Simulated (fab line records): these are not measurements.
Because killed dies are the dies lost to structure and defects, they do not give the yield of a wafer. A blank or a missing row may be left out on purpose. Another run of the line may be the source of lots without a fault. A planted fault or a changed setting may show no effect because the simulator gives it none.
fab line records | flow sfqLine
[record] lots = 14 wafers = 42 lastDay = 100
route steps=325 shown I0@44 M4@161 JJ@179 M5@206
lots that met no fault: from a run of the same line without faults
startH: start of the lot's first displayed wafer, in hours after the record's first day | waitH: how many hours have passed since the lot's step before this one | " the same as in the row above | L1.1+2: one row covering several wafers at once | - no value, or no start was given | * or withheld: withheld | < > ~ a bound
route shown NAME@n: names a module that has steps shown in the file, with the first one's number in the route | usual: mean and standard deviation over wafers with no fault | same: alike in all rows | chamber/n: place in a boat | sites: the reading at each site | _std_site: how widely they spread, as a standard deviation | _edge_site: inner sites' mean taken away from outer sites' mean | radiusMm: for every site, how far away it sits from the centre of the wafer | mask NAME#n: copy n | behind: the most recent tool/chamber to have shaped the wafer | hold: what put the lot on hold/how long, in hours/how the hold closed | device: the n, p or np transistor that did not switch | end of line: the route-end tests of the same wafers | a step given without rows: its recipe and nothing more | killed: count of dies lost to structure and defects at first sort (not the wafer's yield) | map: per-die view of a wafer (x killed, . not killed, _ where there is no die)
set.NAME: setting as actually run; set.NAME@STEP: the setting as run at that earlier step | model.NAME: the simulator's own value behind a step, which no gauge read
a sample of lots followed through the steps of the route, with each step as a table and each wafer as a row
services: a tool's chamber out of use, with start hour (startH, from the record's first day; less than 0 if before it), hours out, and reason
[[steps]]
[step SFQ_TRILAYER_I0_CMP_CMP_028]
[recipe] material = SiO2 downForcePsi = 3 platenRpm = 60 padVelocityMS = 0.94248
[usual] headPressurePsi = 3.000/0.0065 motorCurrentA = 10.5/0.75 timeToEndpointS = 215/7.4
// columns lot.wafer tool chamber startH waitH headPressurePsi motorCurrentA timeToEndpointS
L738.3 cmp-02 3 286.61 0.5 3.005 11.0 222
L738.2 " 0 " " 3.011 10.7 219
L738.1 " 1 " " 2.994 11.2 212
L741.3 cmp-01 0 320.80 0.0 3.007 9.7 218
L741.2 " 3 322.30 1.5 2.998 10.5 201
L741.6 " 1 323.30 2.5 3.011 11.7 222
L742.4 cmp-02 3 333.84 0.0 2.997 11.1 219
L742.2 " 0 " " 2.997 10.3 219
L742.6 " 0 336.34 2.5 3.007 10.8 219
L743.4 cmp-02 1 343.44 0.0 3.009 10.5 213
L743.1 " 3 344.44 1.0 3.007 11.6 219
L743.5 " 2 345.94 2.5 3.004 9.4 217
L746.4 cmp-01 3 366.42 0.0 3.001 10.1 206
L746.2 " 1 367.42 1.0 3.004 12.2 196
L746.1 " 2 " " 2.996 8.7 194
L747.4 cmp-02 2 374.72 1.0 3.003 10.2 214
L747.3 " 3 " " 3.003 11.3 205
L747.6 " 1 376.22 2.5 3.005 10.6 209
L748.1 cmp-01 3 382.64 0.5 3.002 10.0 199
L748.3 " 0 " " 3.008 9.9 212
L748.5 " 3 384.64 2.5 2.989 10.2 212
L749.4 cmp-02 0 387.72 2.0 2.994 10.4 213
L749.3 " 1 " " 3.012 11.2 202
L749.6 " 3 389.22 3.5 2.998 11.4 210
L750.1 cmp-02 0 391.06 0.5 2.995 10.9 224
L750.3 " 2 392.06 1.5 3.008 10.1 212
L750.5 " 0 393.06 2.5 2.999 10.1 247
L751.1 cmp-02 3 395.86 0.5 2.994 11.0 220
L751.5 " 2 397.36 2.0 3.001 10.6 223
L751.6 " 3 " " 2.998 11.6 231
L752.1 cmp-01 3 400.16 0.0 2.996 10.2 207
L752.2 " 0 " " 2.999 10.2 216
L752.5 " 0 402.66 2.5 3.003 10.3 215
L753.3 cmp-01 1 409.86 0.0 3.002 11.0 208
L753.4 " 2 " " 3.010 9.3 217
L753.2 " 0 411.36 1.5 2.984 10.5 212
L757.3 cmp-01 3 438.71 1.2 2.988 10.7 217
L757.4 " 2 440.21 2.6 3.018 9.3 218
L757.6 " 0 441.21 3.6 2.993 9.6 230
L761.3 cmp-01 2 473.98 0.5 3.013 9.0 218
L761.1 " 3 " " 3.003 10.0 203
L761.6 " 2 475.98 2.5 3.013 9.1 215
[step SFQ_I0_BOW_MEAS_907]
[recipe] mode = bow
[usual] I0_BOW = 0/7.3
// columns lot.wafer tool chamber startH waitH I0_BOW[um]
L738.1 filmMetro-01 - 289.11 1.0 -10
L738.2 " - " " 4
L738.3 " - " " -2
L741.2 filmMetro-01 - 323.82 1.0 -10
L741.3 " - " " -2
L741.6 " - " " 3
L742.2 filmMetro-02 - 336.86 2.0 2
L742.4 " - " " 6
L742.6 " - " " -5
L743.1 filmMetro-02 - 346.44 1.5 6
L743.4 " - " " 11
L743.5 " - " " 6
L746.1 filmMetro-03 - 369.42 1.0 11
L746.2 " - " " 3
L746.4 " - " " 6
L747.3 filmMetro-02 - 376.76 1.0 9
L747.4 " - " " -1
L747.6 " - " " -8
L748.1 filmMetro-02 - 385.14 2.0 3
L748.3 " - " " 3
L748.5 " - " " -9
L749.3 filmMetro-02 - 390.26 1.5 7
L749.4 " - " " -2
L749.6 " - " " 4
L750.1 filmMetro-01 - 393.56 2.0 0
L750.3 " - " " 2
L750.5 " - " " -2
L750.1 filmMetro-01 - 394.88 1.3 -
L750.3 " - " " -
L750.5 " - " " -
L751.1 filmMetro-02 - 398.36 2.0 5
L751.5 " - " " 0
L751.6 " - " " -13
L751.1 filmMetro-02 - 399.68 1.3 -
L751.5 " - " " -
L751.6 " - " " -
L752.1 filmMetro-01 - 403.16 2.5 6
L752.2 " - " " 1
L752.5 " - " " 9
L753.2 filmMetro-01 - 412.88 1.0 -14
L753.3 " - " " -10
L753.4 " - " " -17
L757.3 filmMetro-01 - 441.75 2.5 0
L757.4 " - " " 8
L757.6 " - " " 9
L761.1 filmMetro-02 - 476.48 1.5 6
L761.3 " - " " 4
L761.6 " - " " 5
[step SFQ_TRILAYER_I0_METRO_MEASURE_029]
[usual] thkNm = 199.8/1
// columns lot.wafer tool chamber startH waitH thkNm
L738.1 filmMetro-01 - 289.23 0.1 201.3
L738.2 " - " " 202.0
L738.3 " - " " 201.0
L741.2 filmMetro-01 - 324.12 0.3 198.7
L741.3 " - " " 199.9
L741.6 " - " " 199.8
L742.2 filmMetro-02 - 337.16 0.3 200.2
L742.4 " - " " 198.9
L742.6 " - " " 201.0
L743.1 filmMetro-02 - 346.56 0.1 198.4
L743.4 " - " " 199.4
L743.5 " - " " 199.9
L746.1 filmMetro-03 - 369.54 0.1 200.4
L746.2 " - " " 200.5
L746.4 " - " " 199.3
L747.3 filmMetro-02 - 377.24 0.5 199.6
L747.4 " - " " 200.1
L747.6 " - " " 199.4
L748.1 filmMetro-02 - 385.26 0.1 198.7
L748.3 " - " " 199.8
L748.5 " - " " 196.3
L749.3 filmMetro-02 - 390.74 0.5 199.4
L749.4 " - " " 201.0
L749.6 " - " " 200.3
L750.1 filmMetro-01 - 397.66 2.8 185.2
L750.3 " - " " 183.2
L750.5 " - " " 184.7
L750.1 filmMetro-01 - 399.03 1.2 185.3
L750.3 " - " " 183.3
L750.5 " - " " 184.6
L751.1 filmMetro-02 - 401.94 2.2 184.2
L751.5 " - " " 183.6
L751.6 " - " " 183.3
L751.1 filmMetro-02 - 403.31 1.2 184.1
L751.5 " - " " 183.5
L751.6 " - " " 183.4
L752.1 filmMetro-01 - 403.28 0.1 198.3
L752.2 " - " " 198.8
L752.5 " - " " 199.0
L753.2 filmMetro-01 - 413.18 0.3 201.0
L753.3 " - " " 199.8
L753.4 " - " " 199.6
L757.3 filmMetro-01 - 442.23 0.5 198.4
L757.4 " - " " 199.5
L757.6 " - " " 200.3
L761.1 filmMetro-02 - 476.60 0.1 196.7
L761.3 " - " " 198.0
L761.6 " - " " 199.4
[step SFQ_TRILAYER_I0_VIA_ETCH_VIA_ETCH_034]
[recipe] target = SiO2 stopOn = Nb maskMaterial = PR taperDeg = 20 chemistry = CHF3 targetDepthNm = 260 sourceW = 500 biasW = 80 pressureMtorr = 30 timeS = withheld
[usual] drypumpMotorCurrentA = 5.8/0.4 oesProductAu = 0.854/0.0053
// columns lot.wafer tool chamber startH waitH drypumpMotorCurrentA oesProductAu
L738.1 rieDiel-02 0 400.45 0.0 6.7 0.855
L738.2 " 3 " " 5.5 0.860
L738.3 " 2 " " 6.1 0.861
L741.2 rieDiel-01 0 432.97 0.0 5.9 0.849
L741.3 " 2 " " 5.4 0.858
L741.6 " 1 " " 6.1 0.853
L742.2 rieDiel-04 3 450.52 0.0 5.8 0.854
L742.4 " 0 " " 6.2 0.857
L742.6 " 1 " " 6.0 0.863
L743.1 rieDiel-04 1 462.52 0.0 6.0 0.840
L743.4 " 0 " " 6.2 0.860
L743.5 " 3 " " 5.7 0.850
L746.1 rieDiel-01 1 503.32 0.0 6.1 0.848
L746.2 " 0 " " 5.9 0.855
L746.4 " 3 " " 5.2 0.854
L747.3 rieDiel-01 3 515.32 0.0 5.2 0.855
L747.4 " 1 " " 6.1 0.852
L747.6 " 2 " " 5.4 0.855
L748.1 rieDiel-04 3 528.52 0.0 5.7 0.854
L748.3 " 1 " " 6.0 0.854
L748.5 " 3 " " 5.7 0.843
L749.3 rieDiel-04 1 536.92 0.0 6.0 0.854
L749.4 " 3 " " 5.6 0.852
L749.6 " 1 " " 6.0 0.852
L750.1 rieDiel-02 1 542.92 0.0 5.6 0.813
L750.3 " 0 " " 6.7 0.822
L750.5 " 1 " " 5.6 0.825
L751.1 rieDiel-01 3 551.45 0.0 5.2 0.816
L751.5 " 1 " " 6.1 0.818
L751.6 " 0 " " 5.9 0.813
L752.1 rieDiel-02 1 557.45 0.0 5.6 0.850
L752.2 " 0 " " 6.7 0.848
L752.5 " 1 " " 5.6 0.850
L753.2 rieDiel-02 2 567.17 0.0 6.1 0.855
L753.3 " 1 " " 5.6 0.849
L753.4 " 0 " " 6.7 0.856
L757.3 rieDiel-01 3 598.50 0.0 5.2 0.847
L757.4 " 1 " " 6.1 0.855
L757.6 " 3 " " 5.2 0.853
L761.1 rieDiel-02 2 639.04 0.0 6.1 0.850
L761.3 " 1 " " 5.6 0.853
L761.6 " 1 " " 5.6 0.857
[step SFQ_TRILAYER_M4_STRIP_STRIP_097]
[recipe] gas = O2 powerW = 200 platenTempC = 40 overashFraction = 0.65 chemistry = O2 pressureMtorr = 50
[usual] drypumpMotorCurrentA = 6.0/0.45 oesProductAu = 1.004/0.011
// columns lot.wafer tool chamber startH waitH drypumpMotorCurrentA oesProductAu rfHoursCounterH
L738.1 rieMetal-04 0 1341.08 0.2 6.7 1.000 99
L738.2 " 0 " " 6.7 1.010 -
L738.3 " 0 " " 6.7 1.003 -
L741.2 rieMetal-04 0 1382.90 0.1 6.7 1.011 106
L741.3 " 0 " " 6.6 1.006 -
L741.6 " 1 " " 6.1 1.012 -
L742.2 rieMetal-01 0 1390.10 0.1 5.9 1.014 15
L742.4 " 1 " " 5.5 1.005 -
L742.6 " 0 " " 5.8 1.005 -
L743.1 rieMetal-04 1 1397.30 0.1 6.1 1.016 7
L743.4 " 0 " " 6.7 1.011 -
L743.5 " 1 " " 6.1 1.011 -
L746.1 rieMetal-04 0 1434.62 0.1 6.7 1.019 112
L746.2 " 1 " " 6.1 1.003 15
L746.4 " 1 " " 6.1 1.004 -
L747.3 rieMetal-04 1 1446.82 0.2 6.1 1.017 -
L747.4 " 0 " " 6.7 1.018 -
L747.6 " 0 " " 6.7 1.028 -
L748.1 rieMetal-03 1 1463.80 0.1 5.3 1.005 53
L748.3 " 0 " " 6.0 1.005 -
L748.5 " 1 " " 5.3 0.997 -
L749.3 rieMetal-03 1 1468.80 0.2 5.3 0.981 -
L749.4 " 0 " " 6.0 1.001 -
L749.6 " 1 " " 5.3 0.991 -
L750.1 rieMetal-03 1 1472.20 0.1 5.3 0.984 55
L750.3 " 1 " " 5.3 0.983 -
L750.5 " 0 " " 6.0 0.998 -
L751.1 rieMetal-01 1 1477.00 0.1 5.5 0.990 114
L751.5 " 1 " " 5.5 0.997 -
L751.6 " 0 " " 5.8 1.004 -
L752.1 rieMetal-03 0 1483.12 0.2 6.0 1.008 36
L752.2 " 0 " " 6.1 0.998 -
L752.5 " 0 " " 6.0 1.002 -
L753.2 rieMetal-03 0 1489.38 0.4 6.0 1.000 -
L753.3 " 0 " " 6.0 0.998 -
L753.4 " 0 " " 6.0 1.004 -
L757.3 rieMetal-03 1 1504.14 0.2 5.3 0.984 -
L757.4 " 0 " " 6.0 1.010 -
L757.6 " 0 " " 6.0 1.009 -
L761.1 rieMetal-04 0 1530.47 0.1 6.7 1.008 126
L761.3 " 0 " " 6.7 1.024 -
L761.6 " 0 " " 6.7 1.018 -
[step SFQ_TRILAYER_JJ_TRILAYER_DEP_SPUTTER_109]
[recipe] material = Nb basePressurePa = 1.33e-06 chamberPressurePa = 0.1333 substrateTempC = 20 targetThkNm = 150 powerW = 2000 timeS = 100
[usual] substrateTempC = 20.00/0.12 throttleValvePct = 30.0/1.1
[same] timeS = 100
// columns lot.wafer tool chamber startH waitH substrateTempC throttleValvePct
L738.1 pvdSputter-06 - 1350.10 0.0 19.99 30.3
L738.2 " - " " 19.91 32.3
L738.3 " - " " 20.04 29.7
L741.2 pvdSputter-06 - 1392.19 0.0 19.98 30.4
L741.3 " - " " 20.13 32.6
L741.6 " - " " 20.11 29.5
L742.2 pvdSputter-03 - 1399.43 0.0 20.06 30.8
L742.4 " - " " 20.11 30.4
L742.6 " - " " 20.08 29.4
L743.1 pvdSputter-03 - 1406.63 0.0 20.13 30.9
L743.4 " - " " 19.89 29.6
L743.5 " - " " 20.05 29.6
L746.1 pvdSputter-03 - 1443.04 0.0 20.15 30.4
L746.2 " - " " 20.12 30.7
L746.4 " - " " 20.13 30.3
L747.3 pvdSputter-06 - 1456.36 0.0 20.01 32.6
L747.4 " - " " 19.99 29.9
L747.6 " - " " 20.01 29.6
L748.1 pvdSputter-04 - 1473.33 0.0 20.04 28.8
L748.3 " - " " 20.07 30.6
L748.5 " - " " 19.92 29.4
L749.3 pvdSputter-06 - 1478.69 0.0 19.94 29.3
L749.4 " - " " 19.90 32.4
L749.6 " - " " 20.02 30.1
L750.1 pvdSputter-03 - 1484.30 0.0 19.82 29.4
L750.3 " - " " 20.07 30.4
L750.5 " - " " 20.15 30.1
L751.1 pvdSputter-03 - 1487.69 0.0 19.78 30.5
L751.5 " - " " 19.83 30.3
L751.6 " - " " 19.82 30.5
L752.1 pvdSputter-04 - 1574.44 0.0 20.08 28.7
L752.2 " - " " 19.96 29.1
L752.5 " - " " 19.99 30.4
L753.2 pvdSputter-06 - 1578.04 0.0 20.11 29.8
L753.3 " - " " 19.71 30.5
L753.4 " - " " 19.77 29.4
L757.3 pvdSputter-04 - 1590.04 0.0 20.04 28.9
L757.4 " - " " 20.00 30.3
L757.6 " - " " 19.91 30.5
L761.1 pvdSputter-06 - 1619.10 0.0 20.02 30.5
L761.3 " - " " 19.87 29.2
L761.6 " - " " 20.00 32.6
[step SFQ_TRILAYER_M5_ETCH_METAL_ETCH_126]
[recipe] target = Nb stopOn = SiO2 maskMaterial = PR overEtchFrac = 0.15 timeS = 203.2 chemistry = Cl2/BCl3 targetDepthNm = 265 icpW = 600 biasW = 80 pressureMtorr = 10
[usual] drypumpMotorCurrentA = 6.0/0.38 oesProductAu = 0.727/0.0048
[same] overEtchFrac = 0.15 timeS = 203.2
// columns lot.wafer tool chamber startH waitH drypumpMotorCurrentA oesProductAu rfHoursCounterH
L738.1 rieMetal-04 0 1484.39 0.0 6.7 0.724 119
L738.2 " 1 " " 6.1 0.724 22
L738.3 " 1 " " 6.1 0.735 -
L741.2 rieMetal-01 0 1519.70 0.1 5.8 0.717 -
L741.3 " 0 " " 5.8 0.721 -
L741.6 " 0 " " 5.8 0.726 -
L742.2 rieMetal-01 0 1525.70 0.1 5.9 0.732 -
L742.4 " 0 " " 5.8 0.729 -
L742.6 " 0 " " 5.8 0.725 -
L743.1 rieMetal-01 0 1609.54 0.0 5.8 0.738 50
L743.4 " 1 " " 5.5 0.729 -
L743.5 " 1 " " 5.5 0.726 -
L746.1 rieMetal-02 1 1635.29 0.0 6.3 0.725 15
L746.2 " 0 " " 5.6 0.721 110
L746.4 " 1 " " 6.3 0.721 -
L747.3 rieMetal-01 0 1642.56 0.1 5.8 0.730 -
L747.4 " 1 " " 5.5 0.731 -
L747.6 " 1 " " 5.5 0.722 -
L748.1 rieMetal-01 0 1646.09 0.0 5.9 0.728 57
L748.3 " 1 " " 5.5 0.728 -
L748.5 " 0 " " 5.9 0.731 -
L749.3 rieMetal-02 1 1654.71 0.1 6.3 0.720 -
L749.4 " 0 " " 5.6 0.719 -
L749.6 " 1 " " 6.4 0.725 -
L750.1 rieMetal-02 1 1659.29 0.0 6.4 0.727 18
L750.3 " 0 " " 5.6 0.728 -
L750.5 " 1 " " 6.4 0.732 -
L751.1 rieMetal-01 1 1665.29 0.0 5.5 0.730 20
L751.5 " 0 " " 5.8 0.723 -
L751.6 " 1 " " 5.5 0.734 -
L752.1 rieMetal-02 1 1674.89 0.0 6.3 0.724 20
L752.2 " 0 " " 5.6 0.729 116
L752.5 " 0 " " 5.6 0.728 -
L753.2 rieMetal-01 0 1679.34 0.0 5.8 0.723 62
L753.3 " 1 " " 5.5 0.725 -
L753.4 " 0 " " 5.8 0.726 -
L757.3 rieMetal-04 0 1693.81 0.1 6.7 0.734 -
L757.4 " 1 " " 6.1 0.729 -
L757.6 " 1 " " 6.1 0.738 -
L761.1 rieMetal-02 1 1735.31 0.0 6.3 0.718 29
L761.3 " 0 " " 5.6 0.731 -
L761.6 " 0 " " 5.6 0.734 -
[[services]]
// columns tool chamber startH hours kind
rieMetal-04 1 268.63 4.9 repair
rieMetal-01 - 272.62 0.4 repair
filmMetro-02 - 278.90 0.5 pm
rieMetal-04 - 301.20 1.9 repair
rieMetal-01 1 344.41 2.4 repair
rieMetal-01 - 352.93 2.8 pm
filmMetro-02 - 414.34 0.3 pm
filmMetro-02 - 419.25 5.4 repair
filmMetro-02 - 424.64 0.8 pm
rieMetal-04 1 449.75 16.4 repair
rieMetal-04 - 516.01 0.2 repair
filmMetro-02 - 523.68 0.5 pm
rieMetal-04 1 550.33 1.0 repair
rieMetal-01 - 629.14 0.4 repair
rieMetal-04 - 643.40 0.5 repair
rieMetal-01 0 651.66 2.6 repair
filmMetro-02 - 659.34 1.1 pm
rieMetal-01 - 676.90 2.6 repair
rieMetal-01 0 693.33 2.5 repair
rieMetal-01 1 1224.95 38.9 repair
rieMetal-01 - 1274.78 14.6 pm
rieMetal-01 - 1434.22 0.7 repair
rieMetal-01 - 1452.93 2.8 pm
rieMetal-01 - 1565.26 1.2 repair
[[key]]
[firstSign] step = SFQ_TRILAYER_I0_CMP_CMP_028 reading = timeToEndpointS direction = up sigmas = 1.5 usual = * struck = *
[effect] step = SFQ_I0_BOW_MEAS_907 reading = visit direction = added
[effect] step = SFQ_TRILAYER_I0_METRO_MEASURE_029 reading = visit direction = added
[effect] step = SFQ_TRILAYER_I0_METRO_MEASURE_029 reading = thkNm direction = down sigmas = 16 usual = 199.8 struck = 184.0
[effect] step = SFQ_TRILAYER_I0_VIA_ETCH_VIA_ETCH_034 reading = oesProductAu direction = down sigmas = 6.9 usual = 0.854 struck = 0.818
metAt SFQ_TRILAYER_I0_CMP_CMP_028
struckLots L750,L751
notActingAt SFQ_TRILAYER_M4_STRIP_STRIP_097,SFQ_TRILAYER_JJ_TRILAYER_DEP_SPUTTER_109,SFQ_TRILAYER_M5_ETCH_METAL_ETCH_126
[fault] kind = processParameterDrift tool = cmp-02 chamber = - onsetH = 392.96 steps = SFQ_TRILAYER_I0_CMP_CMP_028 channel = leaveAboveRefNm offset = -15 shape = step endH = 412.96 actsIn = theseRecipesOnly stated = 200
